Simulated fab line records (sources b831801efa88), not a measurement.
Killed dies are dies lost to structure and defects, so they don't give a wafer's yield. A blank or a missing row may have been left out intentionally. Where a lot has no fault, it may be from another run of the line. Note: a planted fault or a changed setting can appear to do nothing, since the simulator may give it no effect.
The tool behind it: which one? || flow gf180mcu || 39 wafers from 13 lots sampled at 4 of the route's 602 steps

== WHAT EACH GAUGE READ, for each wafer ==
GF_VT_IMPLANT_RS_MEAS_47: uses a four-point probe to measure. Usual: NWELL_RS gives 487.8 ohm/sq (standard deviation 1.3).
{"lot": "L237", "measured": "day 8 00:59", "on": "film_metro-04", "NWELL_RS (ohm/sq)": "487.9 488.6 487.7", "flag": ""}
{"lot": "L238", "measured": "day 8 07:52", "on": "film_metro-01", "NWELL_RS (ohm/sq)": "487.5 486.0 486.0", "flag": ""}
{"lot": "L239", "measured": "day 8 15:43", "on": "film_metro-04", "NWELL_RS (ohm/sq)": "485.0 486.3 485.1", "flag": ""}
{"lot": "L240", "measured": "day 8 22:43", "on": "film_metro-03", "NWELL_RS (ohm/sq)": "488.7 488.5 490.9", "flag": ""}
{"lot": "L241", "measured": "day 9 02:37", "on": "film_metro-04", "NWELL_RS (ohm/sq)": "488.4 488.3 488.8", "flag": ""}
{"lot": "L242", "measured": "day 9 10:04", "on": "film_metro-01", "NWELL_RS (ohm/sq)": "487.6 485.9 487.6", "flag": ""}
{"lot": "L252", "measured": "day 12 08:34", "on": "film_metro-01", "NWELL_RS (ohm/sq)": "488.2 487.9 488.1", "flag": ""}
{"lot": "L253", "measured": "day 12 17:02", "on": "film_metro-03", "NWELL_RS (ohm/sq)": "489.3 487.8 487.9", "flag": ""}
{"lot": "L254", "measured": "day 12 23:20", "on": "film_metro-04", "NWELL_RS (ohm/sq)": "487.3 487.0 485.6", "flag": ""}
{"lot": "L255", "measured": "day 13 04:19", "on": "film_metro-04", "NWELL_RS (ohm/sq)": "486.5 486.7 487.6", "flag": ""}
{"lot": "L256", "measured": "day 13 09:28", "on": "film_metro-04", "NWELL_RS (ohm/sq)": "486.6 486.8 486.6", "flag": ""}
{"lot": "L257", "measured": "day 13 18:51", "on": "film_metro-03", "NWELL_RS (ohm/sq)": "489.0 487.8 486.1", "flag": ""}
{"lot": "L258", "measured": "day 14 01:02", "on": "film_metro-03", "NWELL_RS (ohm/sq)": "488.8 488.8 489.4", "flag": ""}

GF_HV_LDD_TW_MEAS_38. Usual: HV_LDD_3_TW gives 1439 (standard deviation 11).
{"lot": "L237", "measured": "day 12 00:37", "on": "film_metro-01", "HV_LDD_3_TW": "1415 1425 1429", "flag": ""}
{"lot": "L238", "measured": "day 12 11:43", "on": "film_metro-03", "HV_LDD_3_TW": "1443 1445 1444", "flag": ""}
{"lot": "L239", "measured": "day 12 18:58", "on": "film_metro-03", "HV_LDD_3_TW": "1435 1450 1444", "flag": ""}
{"lot": "L240", "measured": "day 13 01:31", "on": "film_metro-04", "HV_LDD_3_TW": "1443 1439 1444", "flag": ""}
{"lot": "L241", "measured": "day 13 12:39", "on": "film_metro-01", "HV_LDD_3_TW": "1418 1426 1424", "flag": ""}
{"lot": "L242", "measured": "day 13 20:39", "on": "film_metro-04", "HV_LDD_3_TW": "1448 1441 1446", "flag": ""}
{"lot": "L252", "measured": "day 17 05:46", "on": "film_metro-01", "HV_LDD_3_TW": "1426 1423 1424", "flag": ""}
{"lot": "L253", "measured": "day 17 13:50", "on": "film_metro-03", "HV_LDD_3_TW": "1435 1436 1436", "flag": ""}
{"lot": "L254", "measured": "day 17 19:16", "on": "film_metro-04", "HV_LDD_3_TW": "1438 1449 1440", "flag": ""}
{"lot": "L255", "measured": "day 18 01:05", "on": "film_metro-04", "HV_LDD_3_TW": "1442 1444 1455", "flag": ""}
{"lot": "L256", "measured": "day 18 10:21", "on": "film_metro-04", "HV_LDD_3_TW": "1446 1452 1448", "flag": ""}
{"lot": "L257", "measured": "day 18 19:43", "on": "film_metro-03", "HV_LDD_3_TW": "1443 1449 1454", "flag": ""}
{"lot": "L258", "measured": "day 19 02:43", "on": "film_metro-04", "HV_LDD_3_TW": "1438 1443 1439", "flag": ""}

GF_NSD_OVL_MEAS_08. Usual: NSD_OVL gives -1.1 nm (standard deviation 1.4).
{"lot": "L237", "measured": "day 13 19:16", "on": "overlay-01", "NSD_OVL (nm)": "-0.3 -2.0 -0.2", "flag": ""}
{"lot": "L238", "measured": "day 14 09:04", "on": "overlay-01", "NSD_OVL (nm)": "-1.2 -1.5 1.3", "flag": ""}
{"lot": "L239", "measured": "day 14 15:17", "on": "overlay-01", "NSD_OVL (nm)": "-2.6 -1.3 -1.7", "flag": ""}
{"lot": "L240", "measured": "day 14 21:38", "on": "overlay-01", "NSD_OVL (nm)": "-1.1 -1.2 0.0", "flag": ""}
{"lot": "L241", "measured": "day 15 08:53", "on": "overlay-01", "NSD_OVL (nm)": "-3.0 -2.6 -3.0", "flag": ""}
{"lot": "L252", "measured": "day 19 08:31", "on": "overlay-02", "NSD_OVL (nm)": "0.0 -0.8 0.1", "flag": ""}
{"lot": "L253", "measured": "day 19 16:15", "on": "overlay-02", "NSD_OVL (nm)": "-0.3 -0.2 -1.7", "flag": ""}
{"lot": "L254", "measured": "day 19 20:53", "on": "overlay-01", "NSD_OVL (nm)": "1.8 1.0 2.8", "flag": ""}
{"lot": "L255", "measured": "day 20 02:50", "on": "overlay-02", "NSD_OVL (nm)": "0.9 0.9 -1.9", "flag": ""}
{"lot": "L256", "measured": "day 20 12:46", "on": "overlay-01", "NSD_OVL (nm)": "-3.4 -1.5 -2.6", "flag": ""}
{"lot": "L257", "measured": "day 20 21:32", "on": "overlay-01", "NSD_OVL (nm)": "-1.8 -3.3 -2.5", "flag": ""}
{"lot": "L258", "measured": "day 21 04:17", "on": "overlay-01", "NSD_OVL (nm)": "-0.1 -0.2 0.5", "flag": ""}

== EACH LOT AND THE TOOL THAT RAN IT (in order: tool; ch and the chambers of the sampled wafers; start) ==
{"lot": "L237", "GF_HV_LDD_STRIP_49": "plasma_asher-01 ch 0,1, day 12 19:49"}
{"lot": "L238", "GF_HV_LDD_STRIP_49": "plasma_asher-04 ch 0,1, day 13 08:13"}
{"lot": "L239", "GF_HV_LDD_STRIP_49": "plasma_asher-01 ch 0,1, day 13 15:08"}
{"lot": "L240", "GF_HV_LDD_STRIP_49": "plasma_asher-02 ch 0,1, day 13 22:06"}
{"lot": "L241", "GF_HV_LDD_STRIP_49": "plasma_asher-02 ch 0,1, day 14 09:06"}
{"lot": "L242", "GF_HV_LDD_STRIP_49": "plasma_asher-01 ch 0,1, day 14 17:31"}
{"lot": "L252", "GF_HV_LDD_STRIP_49": "plasma_asher-01 ch 0,1, day 18 05:34"}
{"lot": "L253", "GF_HV_LDD_STRIP_49": "plasma_asher-01 ch 0,1, day 18 13:36"}
{"lot": "L254", "GF_HV_LDD_STRIP_49": "plasma_asher-04 ch 0,1, day 18 18:19"}
{"lot": "L255", "GF_HV_LDD_STRIP_49": "plasma_asher-04 ch 0,1, day 19 00:02"}
{"lot": "L256", "GF_HV_LDD_STRIP_49": "plasma_asher-02 ch 0,1, day 19 10:01"}
{"lot": "L257", "GF_HV_LDD_STRIP_49": "plasma_asher-02 ch 0,1, day 19 19:03"}
{"lot": "L258", "GF_HV_LDD_STRIP_49": "plasma_asher-01 ch 0,1, day 20 02:07"}
- GF_HV_LDD_STRIP_49: strips in O2/N2.

== WHAT THE TOOLS THEMSELVES READ (means of the sampled wafers that have a number; where no wafer has one, the mark that the record gives instead) ==
GF_HV_LDD_STRIP_49. Usual: chamber_pressure_mTorr 1500.2 mTorr (standard deviation 1.3); drypump_motor_current_A 5.6 A (standard deviation 0.5); heater_power_w 334 W (standard deviation 20); n2_flow_sccm 300.1 sccm (standard deviation 0.74); oes_product_au 0.716 a.u. (standard deviation 0.0048); platen_temp_c 250.06 C (standard deviation 0.19); strip_time_to_endpoint_s 12.63 s (standard deviation 0.04).
{"lot": "L237", "tool": "plasma_asher-01", "chamber_pressure_mTorr (mTorr)": 1499.7, "drypump_motor_current_A (A)": 5.6, "heater_power_w (W)": 342, "n2_flow_sccm (sccm)": 300.1, "oes_product_au (a.u.)": 0.715, "platen_temp_c (C)": 249.93, "strip_time_to_endpoint_s (s)": 12.65, "flag": ""}
{"lot": "L238", "tool": "plasma_asher-04", "chamber_pressure_mTorr (mTorr)": 1500.0, "drypump_motor_current_A (A)": 5.4, "heater_power_w (W)": 350, "n2_flow_sccm (sccm)": 299.3, "oes_product_au (a.u.)": 0.714, "platen_temp_c (C)": 250.38, "strip_time_to_endpoint_s (s)": 12.57, "flag": ""}
{"lot": "L239", "tool": "plasma_asher-01", "chamber_pressure_mTorr (mTorr)": 1499.7, "drypump_motor_current_A (A)": 5.8, "heater_power_w (W)": 348, "n2_flow_sccm (sccm)": 300.3, "oes_product_au (a.u.)": 0.716, "platen_temp_c (C)": 249.92, "strip_time_to_endpoint_s (s)": 12.63, "flag": ""}
{"lot": "L240", "tool": "plasma_asher-02", "chamber_pressure_mTorr (mTorr)": 1499.4, "drypump_motor_current_A (A)": 6.1, "heater_power_w (W)": 304, "n2_flow_sccm (sccm)": 300.0, "oes_product_au (a.u.)": 0.719, "platen_temp_c (C)": 249.94, "strip_time_to_endpoint_s (s)": 12.63, "flag": ""}
{"lot": "L241", "tool": "plasma_asher-02", "chamber_pressure_mTorr (mTorr)": 1501.1, "drypump_motor_current_A (A)": 6.1, "heater_power_w (W)": 305, "n2_flow_sccm (sccm)": 300.4, "oes_product_au (a.u.)": 0.710, "platen_temp_c (C)": 250.08, "strip_time_to_endpoint_s (s)": 12.62, "flag": ""}
{"lot": "L242", "tool": "plasma_asher-01", "chamber_pressure_mTorr (mTorr)": 1491.0, "drypump_motor_current_A (A)": 5.8, "heater_power_w (W)": 352, "n2_flow_sccm (sccm)": 301.4, "oes_product_au (a.u.)": 0.881, "platen_temp_c (C)": 250.25, "strip_time_to_endpoint_s (s)": "-", "flag": "OFF"}
{"lot": "L252", "tool": "plasma_asher-01", "chamber_pressure_mTorr (mTorr)": 1501.1, "drypump_motor_current_A (A)": 5.8, "heater_power_w (W)": 353, "n2_flow_sccm (sccm)": 300.0, "oes_product_au (a.u.)": 0.715, "platen_temp_c (C)": 249.97, "strip_time_to_endpoint_s (s)": 12.67, "flag": ""}
{"lot": "L253", "tool": "plasma_asher-01", "chamber_pressure_mTorr (mTorr)": 1499.4, "drypump_motor_current_A (A)": 5.8, "heater_power_w (W)": 347, "n2_flow_sccm (sccm)": 300.4, "oes_product_au (a.u.)": 0.713, "platen_temp_c (C)": 250.29, "strip_time_to_endpoint_s (s)": 12.58, "flag": ""}
{"lot": "L254", "tool": "plasma_asher-04", "chamber_pressure_mTorr (mTorr)": 1499.7, "drypump_motor_current_A (A)": 5.1, "heater_power_w (W)": 340, "n2_flow_sccm (sccm)": 300.6, "oes_product_au (a.u.)": 0.715, "platen_temp_c (C)": 249.89, "strip_time_to_endpoint_s (s)": 12.57, "flag": ""}
{"lot": "L255", "tool": "plasma_asher-04", "chamber_pressure_mTorr (mTorr)": 1500.2, "drypump_motor_current_A (A)": 5.4, "heater_power_w (W)": 349, "n2_flow_sccm (sccm)": 299.8, "oes_product_au (a.u.)": 0.716, "platen_temp_c (C)": 250.01, "strip_time_to_endpoint_s (s)": 12.58, "flag": ""}
{"lot": "L256", "tool": "plasma_asher-02", "chamber_pressure_mTorr (mTorr)": 1499.6, "drypump_motor_current_A (A)": 6.1, "heater_power_w (W)": 310, "n2_flow_sccm (sccm)": 299.5, "oes_product_au (a.u.)": 0.717, "platen_temp_c (C)": 249.95, "strip_time_to_endpoint_s (s)": 12.62, "flag": ""}
{"lot": "L257", "tool": "plasma_asher-02", "chamber_pressure_mTorr (mTorr)": 1498.6, "drypump_motor_current_A (A)": 6.1, "heater_power_w (W)": 308, "n2_flow_sccm (sccm)": 300.6, "oes_product_au (a.u.)": 0.714, "platen_temp_c (C)": 249.87, "strip_time_to_endpoint_s (s)": 12.65, "flag": ""}
{"lot": "L258", "tool": "plasma_asher-01", "chamber_pressure_mTorr (mTorr)": 1499.3, "drypump_motor_current_A (A)": 5.8, "heater_power_w (W)": 349, "n2_flow_sccm (sccm)": 299.8, "oes_product_au (a.u.)": 0.714, "platen_temp_c (C)": 250.06, "strip_time_to_endpoint_s (s)": 12.63, "flag": ""}

== THE ANSWER, worked out from the rows above alone ==
Rule: lot off if the mean of its wafers having a number is beyond 3 standard deviations from the usual mean. Also off: a lot with no number at a reading for which 4 or more lots have one. The other lots that the step has rows for count as sound. First the gauges in route order, then the tools' own readings, where a lot's mean is used as printed above. The first step at which some lot is off is used, and at that step the reading that is off furthest; a lot without a number counts as furthest.
Off, at GF_HV_LDD_STRIP_49 on strip_time_to_endpoint_s: L242. Without a number there: L242.
If a tool, at that step or one of the process steps before it, ran each lot that is off and ran no sound lot following the first of them, it fits. No candidate that was tried fits.

== WHAT THE SIMULATOR HAD PUT IN ==
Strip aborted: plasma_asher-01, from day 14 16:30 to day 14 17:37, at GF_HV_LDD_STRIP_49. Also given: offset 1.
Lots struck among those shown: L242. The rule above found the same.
